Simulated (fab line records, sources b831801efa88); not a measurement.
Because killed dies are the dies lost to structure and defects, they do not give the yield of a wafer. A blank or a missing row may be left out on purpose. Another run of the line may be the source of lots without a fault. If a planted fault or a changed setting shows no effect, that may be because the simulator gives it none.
Which of the tools did it? | flow gf180mcu | Sampling: 6 lots, 18 wafers, 4 of 602 route steps

== WHAT THE GAUGES SHOWED, per wafer ==
GF_VT_IMPLANT_RS_MEAS_47: the measuring method here is four-point-probe.
lot  | measured     | on            | NWELL_RS (ohm/sq)
L334 | day 8 02:11  | film-metro-02 | 489.7 486.4 488.0
L338 | day 9 00:40  | film-metro-02 | 488.5 488.2 488.8
L345 | day 11 04:03 | film-metro-02 | 488.0 489.8 490.0
L350 | day 12 12:59 | film-metro-02 | 488.0 488.0 486.5
L353 | day 13 06:44 | film-metro-01 | 487.5 487.2 488.4
L355 | day 13 19:27 | film-metro-01 | 484.7 486.2 487.0

== TOOL THAT RAN EACH LOT (tool first, then ch and the chambers of the sampled wafers, then the start) ==
lot  | GF_VT_IMPLANT_SOFTBAKE_25         | GF_VT_IMPLANT_COAT_35             | GF_VT_IMPLANT_STRIP_42
L334 | litho-track-02 ch 0, day 7 01:05  | litho-track-04 ch 0, day 7 17:08  | plasma-asher-02 ch 0,1, day 8 01:46
L338 | litho-track-01 ch 0, day 7 22:11  | litho-track-02 ch 0, day 8 15:07  | plasma-asher-04 ch 0,1, day 9 00:14
L345 | litho-track-04 ch 0, day 9 23:20  | litho-track-04 ch 0, day 10 17:56 | plasma-asher-02 ch 0,1, day 11 03:37
L350 | litho-track-02 ch 0, day 11 07:28 | litho-track-02 ch 0, day 12 01:55 | plasma-asher-04 ch 0,1, day 12 12:29
L353 | litho-track-01 ch 0, day 11 23:47 | litho-track-02 ch 0, day 12 19:37 | plasma-asher-04 ch 0,1, day 13 06:19
L355 | litho-track-02 ch 0, day 12 12:43 | litho-track-04 ch 0, day 13 08:32 | plasma-asher-02 ch 0,1, day 13 19:01
- GF_VT_IMPLANT_SOFTBAKE_25: time 61.17 s.
- GF_VT_IMPLANT_COAT_35: resist thk 1000 nm.
- GF_VT_IMPLANT_STRIP_42: strips in O2/N2.

== THE ANSWER, worked out from the rows above alone ==
Rule: the lots themselves supply what counts as usual. The widest of any qualifying gaps counts: lots, ordered by their means at a reading, are off when they make up no more than a third of the lots, leave a main group of 4 or more, and stand apart from it by 3 or more times the standard deviation of that group's means. A main group is skipped when, at the precision printed for the reading in the tables above, its means are all equal. A lot without any number at a reading at which 4 lots or more have one is off too. Where the step has rows for the other lots, those lots are counted as sound.
No lot is off on any of the readings shown, so nothing can be concluded from this.

== WHAT HAD BEEN PUT IN BY THE SIMULATOR ==
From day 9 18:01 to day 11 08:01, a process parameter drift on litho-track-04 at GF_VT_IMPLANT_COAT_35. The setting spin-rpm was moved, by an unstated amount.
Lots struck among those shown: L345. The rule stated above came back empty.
